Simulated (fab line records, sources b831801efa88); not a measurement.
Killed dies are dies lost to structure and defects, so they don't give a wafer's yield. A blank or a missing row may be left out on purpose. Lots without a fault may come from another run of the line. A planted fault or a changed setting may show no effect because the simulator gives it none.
fab line records | flow gf180mcu
record lots=5 wafers=15 last_day=34
route steps=602 shown M1@329 V1@335 M2@362
lots that met no fault: from a run of the same line without faults
start_h: hours from the record's first day to the start of the lot's first wafer shown | wait_h: hours since the lot's step before | " the same as in the row above | L1.1+2: a row that stands for several wafers | - no value, or no start given | * or withheld: withheld | < > ~ a bound
route shown NAME@n: a module of which the file shows steps, and the number in the route of the first | usual: mean/standard deviation of fault-free wafers | same: alike in all rows | chamber/n: place in a boat | sites: the reading at each site | _std_site: their standard deviation | _edge_site: outer sites' mean less inner sites' | radius_mm: how far each site lies from the wafer's centre | mask NAME#n: copy n | behind: the tool/chamber that last shaped the wafer | hold: why the lot was held/for how many hours/how that ended | device: the transistor (n, p or np) that didn't switch | end of line: the same wafers' tests at the end of the route | a step without rows: its recipe alone | killed: dies lost to structure and defects at the first sort, not the wafer's yield | map: a wafer's dies, x killed, . not, _ none there
set.NAME: the setting as run; set.NAME@STEP: as run at that earlier step | model.NAME: the simulator's own value behind a step, which no gauge read
lots at some steps of the route; a table a step, a row a wafer
services: from which hour (start_h, from the record's first day; less than 0 if before it) a tool's chamber was out of use, for how many hours, and why
## steps
# step GF_M1_CD_MEAS_14
# recipe target_cd_nm=230
# usual cd_nm=230.2/1.4
# columns lot.wafer tool chamber start_h wait_h cd_nm
L079.1 cd_sem-01 - 426.91 0.1 231.3
L079.5 " - " " 230.5
L079.6 " - " " 230.7
L080.1 cd_sem-01 - 450.26 0.1 231.0
L080.4 " - " " 230.6
L080.6 " - " " 233.1
L087.2 cd_sem-01 - 501.11 0.1 228.9
L087.4 " - " " 229.6
L087.5 " - " " 229.0
L091.4 cd_sem-02 - 535.92 0.1 231.3
L091.5 " - " " 231.4
L091.6 " - " " 230.5
L096.1 cd_sem-02 - 577.41 0.1 230.6
L096.4 " - " " 229.8
L096.5 " - " " 230.3
# step GF_M1_OVL_MEAS_15
# usual M1_OVL=-3/4.6
# columns lot.wafer tool chamber start_h wait_h M1_OVL[nm]
L079.1 overlay-02 - 427.03 0.1 6
L079.5 " - " " 3
L079.6 " - " " 4
L080.1 overlay-01 - 450.38 0.1 -2
L080.4 " - " " -2
L080.6 " - " " 1
L087.2 overlay-01 - 501.22 0.1 4
L087.4 " - " " -1
L087.5 " - " " -2
L091.4 overlay-02 - 536.00 0.1 -4
L091.5 " - " " 3
L091.6 " - " " -3
L096.1 overlay-02 - 577.53 0.1 -4
L096.4 " - " " -2
L096.5 " - " " 0
# step GF_M1_METAL_ETCH_16
# recipe chemistry=Cl2/BCl3 mask_material=KrF target_depth_nm=750.8 stop_on=SiO2 pressure_mtorr=8 icp_w=800 bias_w=140 Cl2_flow_sccm=80 bcl3_flow_sccm=40 time_s=125.1
# usual drypump_motor_current_A=6.1/0.37 oes_product_au=0.991/0.0058 throttle_valve_pct=28.230/0.0098
# columns lot.wafer tool chamber start_h wait_h drypump_motor_current_A oes_product_au rf_hours_counter_h throttle_valve_pct
L079.1 rie_metal-03 1 427.07 0.0 6.1 0.999 7 28.203
L079.5 " 0 " " 5.8 0.993 - 28.229
L079.6 " 1 " " 6.1 0.993 - 28.223
L080.1 rie_metal-03 0 450.42 0.0 5.8 0.981 5 28.234
L080.4 " 0 " " 5.8 0.988 - 28.211
L080.6 " 0 " " 5.8 0.985 - 28.227
L087.2 rie_metal-04 0 501.25 0.0 6.2 0.984 2 28.226
L087.4 " 1 " " 6.6 0.987 - 28.219
L087.5 " 0 " " 6.2 0.990 - 28.227
L091.4 rie_metal-04 1 536.06 0.1 6.6 1.003 - 28.234
L091.5 " 1 " " 6.6 0.988 - 28.230
L091.6 " 0 " " 6.2 0.994 - 28.226
L096.1 rie_metal-02 0 577.57 0.0 5.4 0.989 1 28.219
L096.4 " 1 " " 6.6 0.988 - 28.231
L096.5 " 1 " " 6.6 0.987 - 28.237
# step GF_M1_STRIP_17
# recipe chemistry=O2/N2 power_w=1400 pressure_mtorr=1500 platen_temp_c=250 o2_flow_sccm=3000 n2_flow_sccm=300 overash_fraction=0.5
# usual drypump_motor_current_A=5.6/0.51 heater_power_w=325/40 oes_product_au=0.537/0.0048 strip_time_to_endpoint_s=7.38/0.045
# columns lot.wafer tool chamber start_h wait_h drypump_motor_current_A heater_power_w oes_product_au rf_hours_counter_h strip_time_to_endpoint_s
L079.1 plasma_asher-03 0 427.20 0.1 6.1 370 0.538 60 7.36
L079.5 " 1 " " 6.1 300 0.547 - 7.40
L079.6 " 0 " " 6.1 361 0.531 - 7.29
L080.1 plasma_asher-02 0 450.55 0.1 4.9 307 0.537 36 7.44
L080.4 " 0 " " 4.9 308 0.538 - 7.38
L080.6 " 0 " " 4.9 303 0.541 - 7.38
L087.2 plasma_asher-04 1 501.38 0.1 5.4 332 0.546 8 7.43
L087.4 " 0 " " 4.9 382 0.538 - 7.42
L087.5 " 0 " " 4.9 391 0.537 - 7.44
L091.4 plasma_asher-03 1 536.18 0.1 6.1 303 0.540 - 7.44
L091.5 " 0 " " 6.1 375 0.538 - 7.40
L091.6 " 1 " " 6.1 308 0.537 - 7.42
L096.1 plasma_asher-04 0 577.70 0.1 4.9 386 0.537 15 7.35
L096.4 " 0 " " 4.9 380 0.542 - 7.38
L096.5 " 0 " " 4.9 377 0.535 - 7.41
# step GF_M1_STRIP_18
# recipe chemistry=post_etch_residue_remover time_s=1200 temp_c=72.5
# usual bath_guard_temp_C=72.5/0.46
# columns lot.wafer tool chamber start_h wait_h bath_guard_temp_C
L079.1 wet_bench-02 1 427.30 0.1 71.8
L079.5 " 1 " " 72.4
L079.6 " 1 " " 72.3
L080.1 wet_bench-04 2 450.65 0.1 72.1
L080.4 " 2 " " 72.1
L080.6 " 2 " " 72.4
L087.2 wet_bench-04 2 501.48 0.1 72.3
L087.4 " 2 " " 72.3
L087.5 " 2 " " 72.2
L091.4 wet_bench-02 0 536.25 0.0 72.5
L091.5 " 0 " " 72.7
L091.6 " 0 " " 72.4
L096.1 wet_bench-01 0 577.80 0.1 74.0
L096.4 " 0 " " 73.6
L096.5 " 0 " " 73.4
# step GF_M1_CLEAN_19
# recipe chemistry=DIW dry=n2_spin
# columns lot.wafer tool chamber start_h wait_h
L079.1+5+6 wet_bench-01 0 427.64 0.0
L080.1+4+6 wet_bench-02 3 451.02 0.0
L087.2+4+5 wet_bench-02 2 501.82 0.0
L091.4+5+6 wet_bench-01 1 536.59 0.0
L096.1+4+5 wet_bench-02 1 578.17 0.0
# step GF_V1_CVD_00
# recipe material=SiO2 target_thk_nm=600 sigma_open_frac=0.3 temp_c=400 time_s=100 sih4_flow_sccm=60 pressure_mtorr=6
# columns lot.wafer tool chamber start_h wait_h
L079.1+5+6 hdpcvd-02 2,1,2 427.73 0.0
L080.1+4+6 hdpcvd-01 1,0,2 451.11 0.0
L087.2+4+5 hdpcvd-02 2,1,0 501.91 0.0
L091.4+5+6 hdpcvd-02 2,1,0 536.72 0.0
L096.1+4+5 hdpcvd-02 2,0,1 578.26 0.0
# step GF_V1_THK_MEAS_01
# recipe reads=SiO2_of_V1_CVD_00
# usual V1_CVD_00_THK=603/6.6
# columns lot.wafer tool chamber start_h wait_h V1_CVD_00_THK[nm]
L079.1 film_metro-01 - 427.81 0.0 606
L079.5 " - " " 603
L079.6 " - " " 609
L080.1 film_metro-04 - 451.19 0.0 605
L080.4 " - " " 608
L080.6 " - " " 595
L087.2 film_metro-04 - 501.99 0.0 598
L087.4 " - " " 590
L087.5 " - " " 588
L091.4 film_metro-03 - 536.78 0.0 604
L091.5 " - " " 601
L091.6 " - " " 602
L096.1 film_metro-04 - 578.33 0.0 615
L096.4 " - " " 602
L096.5 " - " " 601
# step GF_V1_CVD_02
# recipe material=SiO2 target_thk_nm=850 precursor=TEOS temp_c=400 time_s=94.851 rf_w=600
# usual heater_power_w=622/97
# columns lot.wafer tool chamber start_h wait_h heater_power_w
L079.1 pecvd-02 2 427.87 0.1 762
L079.5 " 2 " " 660
L079.6 " 0 " " 528
L080.1 pecvd-02 1 451.25 0.1 630
L080.4 " 0 " " 453
L080.6 " 1 " " 671
L087.2 pecvd-03 0 502.04 0.0 547
L087.4 " 0 " " 584
L087.5 " 0 " " 464
L091.4 pecvd-03 2 536.85 0.1 593
L091.5 " 1 " " 625
L091.6 " 0 " " 510
L096.1 pecvd-03 2 578.39 0.1 691
L096.4 " 1 " " 613
L096.5 " 0 " " 530
# step GF_V1_THK_MEAS_03
# recipe reads=SiO2_of_V1_CVD_02
# usual V1_CVD_02_THK=852/11
# columns lot.wafer tool chamber start_h wait_h V1_CVD_02_THK[nm]
L079.1 film_metro-01 - 427.93 0.0 840
L079.5 " - " " 854
L079.6 " - " " 856
L080.1 film_metro-01 - 451.32 0.0 862
L080.4 " - " " 880
L080.6 " - " " 885
L087.2 film_metro-04 - 502.16 0.1 847
L087.4 " - " " 861
L087.5 " - " " 851
L091.4 film_metro-04 - 536.91 0.0 855
L091.5 " - " " 847
L091.6 " - " " 857
L096.1 film_metro-03 - 578.46 0.0 829
L096.4 " - " " 856
L096.5 " - " " 869
# step GF_V1_CMP_04
# recipe material=SiO2 down_force_psi=4 platen_rpm=60 pad_velocity_m_s=0.94248
# usual head_pressure_psi=4.000/0.0096 motor_current_A=11.9/1.2 time_to_endpoint_s=78/4.7
# columns lot.wafer tool chamber start_h wait_h head_pressure_psi motor_current_A time_to_endpoint_s
L079.1 cmp-01 3 427.99 0.1 3.978 13.8 74
L079.5 " 3 " " 3.982 13.6 79
L079.6 " 0 " " 3.979 13.4 75
L080.1 cmp-01 1 451.48 0.1 4.001 10.1 83
L080.4 " 2 " " 3.989 11.9 83
L080.6 " 0 " " 3.993 13.2 81
L087.4 cmp-01 0 502.29 0.1 4.000 12.3 74
L087.2 " 2 " " 4.000 12.0 73
L087.5 " 0 " " 4.014 12.8 70
L091.4 cmp-02 0 536.99 0.1 4.007 11.7 76
L091.5 " 3 " " 3.996 11.4 78
L091.6 " 0 " " 4.015 11.5 81
L096.1 cmp-02 3 578.57 0.1 3.999 10.9 76
L096.4 " 1 " " 3.998 12.0 83
L096.5 " 2 " " 4.010 13.7 88
# step GF_V1_BOW_MEAS_05
# recipe mode=bow
# usual V1_BOW=82/7.3
# columns lot.wafer tool chamber start_h wait_h V1_BOW[um]
L079.1 film_metro-04 - 428.29 0.2 73
L079.5 " - " " 73
L079.6 " - " " 84
L080.1 film_metro-03 - 451.68 0.1 81
L080.4 " - " " 89
L080.6 " - " " 93
L087.2 film_metro-04 - 502.61 0.2 91
L087.4 " - " " 99
L087.5 " - " " 84
L091.4 film_metro-04 - 537.30 0.3 65
L091.5 " - " " 80
L091.6 " - " " 72
L096.1 film_metro-04 - 578.82 0.2 78
L096.4 " - " " 79
L096.5 " - " " 77
# step GF_V1_DEHYDRATE_06
# recipe temp_c=200 time_s=60
# columns lot.wafer tool chamber start_h wait_h
L079.1+5+6 litho_track-01 0 440.00 11.7
L080.1+4+6 litho_track-01 0 463.25 11.6
L087.2+4+5 litho_track-04 0 513.37 10.7
L091.4+5+6 litho_track-03 0 547.84 10.5
L096.1+4+5 litho_track-03 0 589.01 10.2
# step GF_V1_HMDS_07
# recipe prime_time_s=60 prime_temp_c=120
# usual prime_temp_c=120.03/0.15
# same prime_time_s=60
# columns lot.wafer tool chamber start_h wait_h prime_temp_c
L079.1 litho_track-01 0 440.15 0.1 119.96
L079.5 " 0 " " 120.10
L079.6 " 0 " " 120.20
L080.1 litho_track-01 0 463.40 0.1 120.14
L080.4 " 0 " " 120.12
L080.6 " 0 " " 120.05
L087.2 litho_track-04 0 513.52 0.1 120.07
L087.4 " 0 " " 120.21
L087.5 " 0 " " 119.91
L091.4 litho_track-03 0 547.99 0.1 120.19
L091.5 " 0 " " 119.86
L091.6 " 0 " " 120.28
L096.1 litho_track-03 0 589.16 0.1 119.98
L096.4 " 0 " " 120.17
L096.5 " 0 " " 120.18
# step GF_V1_COAT_08
# recipe resist=BARC temp_c=withheld time_s=withheld spin_rpm=withheld resist_thk_nm=withheld
# columns lot.wafer tool chamber start_h wait_h
L079.1+5+6 litho_track-01 0 440.30 0.1
L080.1+4+6 litho_track-01 0 463.55 0.1
L087.2+4+5 litho_track-04 0 513.67 0.1
L091.4+5+6 litho_track-03 0 548.14 0.1
L096.1+4+5 litho_track-03 0 589.31 0.1
# step GF_V1_COAT_09
# recipe resist=KrF spin_rpm=withheld resist_thk_nm=1000
# columns lot.wafer tool chamber start_h wait_h
L079.1+5+6 litho_track-01 0 - -
L080.1+4+6 litho_track-01 0 - -
L087.2+4+5 litho_track-04 0 - -
L091.4+5+6 litho_track-03 0 - -
L096.1+4+5 litho_track-03 0 - -
# step GF_V1_SOFTBAKE_10
# recipe temp_c=130 time_s=60 resist=KrF
# columns lot.wafer tool chamber start_h wait_h
L079.1+5+6 litho_track-01 0 - -
L080.1+4+6 litho_track-01 0 - -
L087.2+4+5 litho_track-04 0 - -
L091.4+5+6 litho_track-03 0 - -
L096.1+4+5 litho_track-03 0 - -
# step GF_V1_EXPOSE_11
# recipe mask_id=Via1 target_cd_nm=260 na=0.68 source_shape=conventional sigma_outer=0.6 dose_mj=38
# usual reticle_temp_C=23.03/0.096
# columns lot.wafer tool chamber start_h wait_h mask reticle_temp_C
L079.1 krf_scanner-02 0 - - Via1#0 23.15
L079.5 " 0 " " Via1#0 22.94
L079.6 " 0 " " Via1#0 23.18
L080.1 krf_scanner-02 0 - - Via1#0 23.08
L080.4 " 0 " " Via1#0 23.05
L080.6 " 0 " " Via1#0 23.05
L087.2 krf_scanner-01 0 - - Via1#0 23.08
L087.4 " 0 " " Via1#0 22.95
L087.5 " 0 " " Via1#0 23.12
L091.4 krf_scanner-02 0 - - Via1#0 22.99
L091.5 " 0 " " Via1#0 23.11
L091.6 " 0 " " Via1#0 23.03
L096.1 krf_scanner-02 0 - - Via1#0 22.87
L096.4 " 0 " " Via1#0 23.04
L096.5 " 0 " " Via1#0 22.98
# step GF_V1_PEB_12
# recipe peb_temp_c=135 peb_time_s=90 resist=KrF
# same peb_time_s=90
# columns lot.wafer tool chamber start_h wait_h
L079.1+5+6 litho_track-01 0 - -
L080.1+4+6 litho_track-03 0 - -
L087.2+4+5 litho_track-01 0 - -
L091.4+5+6 litho_track-03 0 - -
L096.1+4+5 litho_track-01 0 - -
# step GF_V1_DEVELOP_13
# recipe develop_time_s=60 resist=KrF dev_temp_c=21
# same develop_time_s=60
# columns lot.wafer tool chamber start_h wait_h
L079.1+5+6 litho_track-01 0 452.00 0.2
L080.1+4+6 litho_track-03 0 475.71 0.2
L087.2+4+5 litho_track-01 0 525.52 0.2
L091.4+5+6 litho_track-03 0 559.34 0.1
L096.1+4+5 litho_track-01 0 600.00 0.2
# step GF_V1_CD_MEAS_14
# recipe target_cd_nm=260
# usual cd_nm=259.6/1.4
# columns lot.wafer tool chamber start_h wait_h cd_nm
L079.1 cd_sem-01 - 452.15 0.1 256.8
L079.5 " - " " 258.8
L079.6 " - " " 257.0
L080.1 cd_sem-02 - 475.86 0.1 260.2
L080.4 " - " " 260.5
L080.6 " - " " 259.7
L087.2 cd_sem-02 - 525.67 0.1 259.0
L087.4 " - " " 259.2
L087.5 " - " " 259.6
L091.4 cd_sem-02 - 559.47 0.1 260.8
L091.5 " - " " 260.3
L091.6 " - " " 260.3
L096.1 cd_sem-01 - 600.15 0.1 260.2
L096.4 " - " " 260.8
L096.5 " - " " 259.4
# step GF_V1_OVL_MEAS_15
# usual V1_OVL=1/4.3
# columns lot.wafer tool chamber start_h wait_h V1_OVL[nm]
L079.1 overlay-01 - 452.27 0.1 -2
L079.5 " - " " -1
L079.6 " - " " -5
L080.1 overlay-01 - 475.98 0.1 1
L080.4 " - " " 2
L080.6 " - " " 0
L087.2 overlay-01 - 525.77 0.1 6
L087.4 " - " " 10
L087.5 " - " " 5
L091.4 overlay-01 - 559.55 0.1 -2
L091.5 " - " " 2
L091.6 " - " " 1
L096.1 overlay-01 - 600.27 0.1 2
L096.4 " - " " -1
L096.5 " - " " 2
# step GF_V1_ETCH_16
# recipe chemistry=N2/H2 target_depth_a=withheld overetch_a=withheld time_s=withheld target=BARC ion_energy_ev=200 source_w=500 bias_w=100 pressure_mtorr=30 n2_flow_sccm=100 h2_flow_sccm=200
# usual drypump_motor_current_A=5.9/0.35 h2_flow_sccm=200.0/0.62 oes_product_au=0.854/0.0047 throttle_valve_pct=13.223/0.0082
# columns lot.wafer tool chamber start_h wait_h drypump_motor_current_A h2_flow_sccm oes_product_au throttle_valve_pct
L079.1 rie_diel-02 2 452.30 0.0 5.8 199.7 0.856 13.241
L079.5 " 1 " " 6.1 199.8 0.856 13.221
L079.6 " 0 " " 5.4 199.2 0.862 13.221
L080.1 rie_diel-03 1 476.02 0.0 5.6 199.3 0.857 13.224
L080.4 " 2 " " 5.8 200.2 0.857 13.229
L080.6 " 0 " " 6.2 199.2 0.859 13.210
L087.2 rie_diel-02 0 525.80 0.0 5.4 200.2 0.848 13.214
L087.4 " 3 " " 5.5 199.0 0.860 13.223
L087.5 " 2 " " 5.7 200.6 0.857 13.214
L091.4 rie_diel-02 3 559.57 0.0 5.5 199.5 0.857 13.231
L091.5 " 0 " " 5.4 200.0 0.852 13.221
L091.6 " 1 " " 6.1 199.2 0.850 13.221
L096.1 rie_diel-03 1 600.30 0.0 5.6 200.5 0.857 13.234
L096.4 " 2 " " 5.8 200.5 0.844 13.225
L096.5 " 3 " " 6.4 199.5 0.859 13.233
# step GF_V1_ETCH_17
# recipe chemistry=C4F8/O2/Ar mask_material=KrF target=SiO2 stop_on=TiN source_w=1500 bias_w=1200 pressure_mtorr=40 c4f8_flow_sccm=withheld O2_flow_sccm=6 Ar_flow_sccm=300 time_s=withheld target_depth_a=6300
# usual oes_product_au=0.855/0.0045
# columns lot.wafer tool chamber start_h wait_h oes_product_au
L079.1 rie_diel-02 2 - - 0.854
L079.5 " 1 " " 0.856
L079.6 " 0 " " 0.852
L080.1 rie_diel-03 1 - - 0.872
L080.4 " 2 " " 0.851
L080.6 " 0 " " 0.850
L087.2 rie_diel-02 0 - - 0.857
L087.4 " 3 " " 0.856
L087.5 " 2 " " 0.859
L091.4 rie_diel-02 3 - - 0.853
L091.5 " 0 " " 0.864
L091.6 " 1 " " 0.861
L096.1 rie_diel-03 1 - - 0.852
L096.4 " 2 " " 0.849
L096.5 " 3 " " 0.851
# step GF_V1_STRIP_18
# recipe chemistry=O2/N2 power_w=1400 pressure_mtorr=1500 platen_temp_c=250 o2_flow_sccm=3000 n2_flow_sccm=300 overash_fraction=0.5
# usual drypump_motor_current_A=5.8/0.41 heater_power_w=329/25 oes_product_au=0.593/0.0053
# columns lot.wafer tool chamber start_h wait_h drypump_motor_current_A heater_power_w oes_product_au rf_hours_counter_h
L079.1 plasma_asher-01 1 452.43 - 6.2 316 0.588 81
L079.5 " 1 " " 6.2 310 0.598 -
L079.6 " 0 " " 5.5 319 0.590 -
L080.1 plasma_asher-01 0 476.15 - 5.5 335 0.596 83
L080.4 " 1 " " 6.2 311 0.586 -
L080.6 " 1 " " 6.2 317 0.594 -
L087.2 plasma_asher-01 1 525.93 - 6.2 312 0.587 87
L087.4 " 0 " " 5.5 323 0.583 -
L087.5 " 0 " " 5.5 321 0.599 -
L091.4 plasma_asher-03 0 559.73 - 6.1 372 0.594 -
L091.5 " 0 " " 6.1 371 0.587 -
L091.6 " 1 " " 6.1 301 0.588 -
L096.1 plasma_asher-04 0 600.43 - 4.9 390 0.594 17
L096.4 " 0 " " 4.9 382 0.582 -
L096.5 " 0 " " 4.9 373 0.593 -
# step GF_V1_STRIP_19
# recipe chemistry=post_etch_residue_remover time_s=1200 temp_c=72.5
# usual bath_guard_temp_C=72.9/0.49
# columns lot.wafer tool chamber start_h wait_h bath_guard_temp_C
L079.1 wet_bench-03 3 452.53 0.1 72.7
L079.5 " 3 " " 72.7
L079.6 " 3 " " 72.9
L080.1 wet_bench-04 3 476.25 0.1 73.2
L080.4 " 3 " " 73.7
L080.6 " 3 " " 73.5
L087.2 wet_bench-01 3 526.03 0.1 72.7
L087.4 " 3 " " 73.1
L087.5 " 3 " " 72.3
L091.4 wet_bench-01 0 559.80 0.0 73.8
L091.5 " 0 " " 73.7
L091.6 " 0 " " 73.6
L096.1 wet_bench-01 2 600.53 0.1 72.5
L096.4 " 2 " " 72.7
L096.5 " 2 " " 72.5
# step GF_V1_CLEAN_20
# recipe chemistry=DIW dry=n2_spin
# columns lot.wafer tool chamber start_h wait_h
L079.1+5+6 wet_bench-04 3 452.87 0.0
L080.1+4+6 wet_bench-01 3 476.62 0.0
L087.2+4+5 wet_bench-03 1 526.37 0.0
L091.4+5+6 wet_bench-04 0 560.17 0.0
L096.1+4+5 wet_bench-03 2 600.87 0.0
# step GF_V1_SPUTTER_21
# recipe material=Ti target_thk_nm=15 chamber_pressure_pa=5 power_w=2500 substrate_temp_c=200 time_s=80.02
# usual throttle_valve_pct=30.3/1
# columns lot.wafer tool chamber start_h wait_h throttle_valve_pct
L079.1 pvd_sputter-01 - 452.97 0.0 31.9
L079.5 " - " " 31.3
L079.6 " - " " 31.9
L080.1 pvd_sputter-04 - 476.72 0.0 29.7
L080.4 " - " " 30.7
L080.6 " - " " 29.0
L087.2 pvd_sputter-03 - 526.46 0.0 29.6
L087.4 " - " " 30.2
L087.5 " - " " 28.2
L091.4 pvd_sputter-03 - 560.26 0.0 29.7
L091.5 " - " " 29.4
L091.6 " - " " 29.6
L096.1 pvd_sputter-01 - 600.96 0.0 29.9
L096.4 " - " " 31.1
L096.5 " - " " 29.9
# step GF_V1_SPUTTER_22
# recipe material=TiN target_thk_nm=10 chamber_pressure_pa=5 power_w=4000 time_s=40
# usual throttle_valve_pct=30.3/1
# columns lot.wafer tool chamber start_h wait_h throttle_valve_pct
L079.1 pvd_sputter-01 - 453.04 0.0 31.9
L079.5 " - " " 31.1
L079.6 " - " " 32.0
L080.1 pvd_sputter-04 - 476.78 0.0 30.0
L080.4 " - " " 30.8
L080.6 " - " " 29.0
L087.2 pvd_sputter-03 - 526.53 0.0 29.5
L087.4 " - " " 30.1
L087.5 " - " " 28.3
L091.4 pvd_sputter-03 - 560.32 0.0 29.5
L091.5 " - " " 29.3
L091.6 " - " " 29.8
L096.1 pvd_sputter-01 - 601.02 0.0 30.1
L096.4 " - " " 31.2
L096.5 " - " " 30.0
# step GF_V1_CVD_23
# recipe material=W target_thk_nm=350 time_s=105.05 temp_c=400 pressure_torr=40
# usual heater_power_w=912/34
# columns lot.wafer tool chamber start_h wait_h heater_power_w
L079.1 cvd_w-02 0 453.07 0.0 910
L079.5 " 0 " " 902
L079.6 " 1 " " 933
L080.1 cvd_w-02 0 476.82 0.0 907
L080.4 " 1 " " 924
L080.6 " 0 " " 911
L087.2 cvd_w-01 0 526.56 0.0 959
L087.4 " 1 " " 841
L087.5 " 0 " " 952
L091.4 cvd_w-02 0 560.40 0.1 916
L091.5 " 0 " " 903
L091.6 " 1 " " 923
L096.1 cvd_w-01 1 601.06 0.0 874
L096.4 " 1 " " 879
L096.5 " 1 " " 873
# step GF_V1_RS_MEAS_24
# recipe thk_meas_gauge=four-point-probe reads=W_of_V1_CVD_23+TiN_of_V1_SPUTTER_22+Ti_of_V1_SPUTTER_21
# usual V1_W_RS=0.330/0.0048
# columns lot.wafer tool chamber start_h wait_h V1_W_RS[ohm/sq]
L079.1 film_metro-04 - 453.19 0.1 0.324
L079.5 " - " " 0.323
L079.6 " - " " 0.327
L080.1 film_metro-01 - 476.93 0.1 0.321
L080.4 " - " " 0.328
L080.6 " - " " 0.324
L087.2 film_metro-04 - 526.70 0.1 0.332
L087.4 " - " " 0.329
L087.5 " - " " 0.329
L091.4 film_metro-03 - 560.53 0.1 0.325
L091.5 " - " " 0.319
L091.6 " - " " 0.332
L096.1 film_metro-01 - 601.29 0.2 0.328
L096.4 " - " " 0.332
L096.5 " - " " 0.327
# step GF_V1_THK_MEAS_25
# recipe thk_meas_gauge=xrf reads=W_of_V1_CVD_23
# usual V1_W_THK=350/7.8
# columns lot.wafer tool chamber start_h wait_h V1_W_THK[nm]
L079.1 film_metro-04 - 453.31 0.1 357
L079.5 " - " " 355
L079.6 " - " " 353
L080.1 film_metro-01 - 477.05 0.1 365
L080.4 " - " " 360
L080.6 " - " " 365
L087.2 film_metro-04 - 526.81 0.1 347
L087.4 " - " " 351
L087.5 " - " " 351
L091.4 film_metro-03 - 560.62 0.1 348
L091.5 " - " " 357
L091.6 " - " " 342
L096.1 film_metro-01 - 601.41 0.1 359
L096.4 " - " " 354
L096.5 " - " " 360
# step GF_V1_CMP_26
# recipe stop_on=SiO2 down_force_psi=3.5 platen_rpm=60 t_overpolish_s=15 target_thk_nm=0 pad_velocity_m_s=0.94248
# usual head_pressure_psi=3.498/0.0078 motor_current_A=11.0/1.2 overpolish_run_s=15.001/0.0082 time_to_endpoint_s=82/4.3
# columns lot.wafer tool chamber start_h wait_h head_pressure_psi motor_current_A overpolish_run_s time_to_endpoint_s
L079.1 cmp-01 2 453.52 0.2 3.495 11.1 15.000 78
L079.5 " 3 " " 3.496 12.8 15.005 79
L079.6 " 0 " " 3.496 12.1 15.007 77
L080.1 cmp-01 0 477.16 0.1 3.507 12.1 15.000 76
L080.4 " 1 " " 3.495 8.9 15.013 84
L080.6 " 3 " " 3.502 12.2 14.994 76
L087.2 cmp-01 0 526.86 0.0 3.503 11.6 14.989 77
L087.4 " 1 " " 3.480 8.6 15.001 84
L087.5 " 1 " " 3.502 8.8 15.004 81
L091.4 cmp-02 2 560.65 0.0 3.508 11.3 15.006 86
L091.6 " 2 " " 3.508 11.9 14.998 84
L091.5 " 3 " " 3.496 10.0 15.003 88
L096.1 cmp-01 2 601.67 0.2 3.493 11.8 14.988 78
L096.4 " 0 " " 3.507 11.7 14.989 81
L096.5 " 3 " " 3.498 11.7 15.010 86
# step GF_M2_SPUTTER_00
# recipe material=Ti target_thk_nm=37.5 arriving_ion_energy_ev=80 substrate_temp_c=200 chamber_pressure_pa=2 power_w=4000 time_s=150
# usual throttle_valve_pct=30.1/0.86
# columns lot.wafer tool chamber start_h wait_h throttle_valve_pct
L079.1 pvd_sputter-02 - 453.67 0.1 29.7
L079.5 " - " " 30.9
L079.6 " - " " 29.8
L080.1 pvd_sputter-02 - 477.41 0.2 31.2
L080.4 " - " " 30.0
L080.6 " - " " 30.9
L087.2 pvd_sputter-02 - 527.16 0.2 30.8
L087.4 " - " " 29.8
L087.5 " - " " 31.1
L091.4 pvd_sputter-04 - 560.95 0.2 30.9
L091.5 " - " " 31.2
L091.6 " - " " 29.2
L096.1 pvd_sputter-02 - 601.97 0.2 30.9
L096.4 " - " " 31.2
L096.5 " - " " 31.1
# step GF_M2_SPUTTER_01
# recipe material=TiN target_thk_nm=30 power_w=6500 time_s=25 chamber_pressure_pa=0.4
# usual throttle_valve_pct=30.1/0.83
# columns lot.wafer tool chamber start_h wait_h throttle_valve_pct
L079.1 pvd_sputter-02 - 453.77 0.1 29.8
L079.5 " - " " 30.9
L079.6 " - " " 29.9
L080.1 pvd_sputter-02 - 477.51 0.1 30.9
L080.4 " - " " 30.0
L080.6 " - " " 30.8
L087.2 pvd_sputter-02 - 527.26 0.1 31.0
L087.4 " - " " 29.8
L087.5 " - " " 31.1
L091.4 pvd_sputter-04 - 561.05 0.1 30.6
L091.5 " - " " 30.8
L091.6 " - " " 29.0
L096.1 pvd_sputter-02 - 602.07 0.1 31.2
L096.4 " - " " 31.0
L096.5 " - " " 30.9
# step GF_M2_SPUTTER_02
# recipe material=AlCu target_thk_nm=450 power_w=10600 time_s=23.9 chamber_pressure_pa=0.4
# usual throttle_valve_pct=30.1/0.83
# columns lot.wafer tool chamber start_h wait_h throttle_valve_pct
L079.1 pvd_sputter-02 - 453.80 0.0 29.8
L079.5 " - " " 30.9
L079.6 " - " " 30.2
L080.1 pvd_sputter-02 - 477.54 0.0 30.8
L080.4 " - " " 29.7
L080.6 " - " " 30.8
L087.2 pvd_sputter-02 - 527.29 0.0 30.6
L087.4 " - " " 30.0
L087.5 " - " " 31.1
L091.4 pvd_sputter-04 - 561.09 0.0 30.9
L091.5 " - " " 30.9
L091.6 " - " " 29.2
L096.1 pvd_sputter-02 - 602.10 0.0 30.8
L096.4 " - " " 30.9
L096.5 " - " " 31.1
# step GF_M2_SPUTTER_03
# recipe material=Ti target_thk_nm=10 substrate_temp_c=300 chamber_pressure_pa=0.3 power_w=3000 time_s=6.7
# usual throttle_valve_pct=30.1/0.82
# columns lot.wafer tool chamber start_h wait_h throttle_valve_pct
L079.1 pvd_sputter-02 - 453.83 0.0 30.0
L079.5 " - " " 30.9
L079.6 " - " " 29.7
L080.1 pvd_sputter-02 - 477.57 0.0 31.0
L080.4 " - " " 30.1
L080.6 " - " " 31.0
L087.2 pvd_sputter-02 - 527.32 0.0 30.8
L087.4 " - " " 29.9
L087.5 " - " " 31.0
L091.4 pvd_sputter-04 - 561.12 0.0 30.8
L091.5 " - " " 30.7
L091.6 " - " " 29.1
L096.1 pvd_sputter-02 - 602.13 0.0 30.8
L096.4 " - " " 30.8
L096.5 " - " " 31.0
## services
# columns tool chamber start_h hours kind
cmp-01 - 404.00 4.0 pm
pvd_sputter-04 - 406.63 0.6 repair
rie_diel-02 3 418.20 1.6 repair
pvd_sputter-03 - 422.02 0.7 repair
krf_scanner-02 - 430.00 2.1 repair
pvd_sputter-04 - 432.73 2.1 repair
cmp-01 - 438.59 3.9 repair
pvd_sputter-04 - 443.83 5.2 repair
cmp-01 - 444.92 5.4 pm
rie_diel-02 3 446.73 6.9 repair
wet_bench-04 - 465.98 6.5 repair
pvd_sputter-04 - 467.07 6.6 repair
rie_diel-02 0 470.74 15.1 repair
krf_scanner-02 - 481.41 0.8 pm
rie_diel-03 2 488.65 5.1 repair
pvd_sputter-01 - 491.49 1.6 repair
krf_scanner-02 - 493.60 6.8 repair
krf_scanner-02 - 502.53 1.3 pm
pvd_sputter-02 - 513.99 8.7 repair
krf_scanner-02 - 532.66 1.0 pm
cmp-01 - 549.23 1.3 repair
pvd_sputter-04 - 569.57 11.1 repair
krf_scanner-02 - 596.68 4.4 pm
cmp-01 - 596.73 1.4 repair
## key
fault none
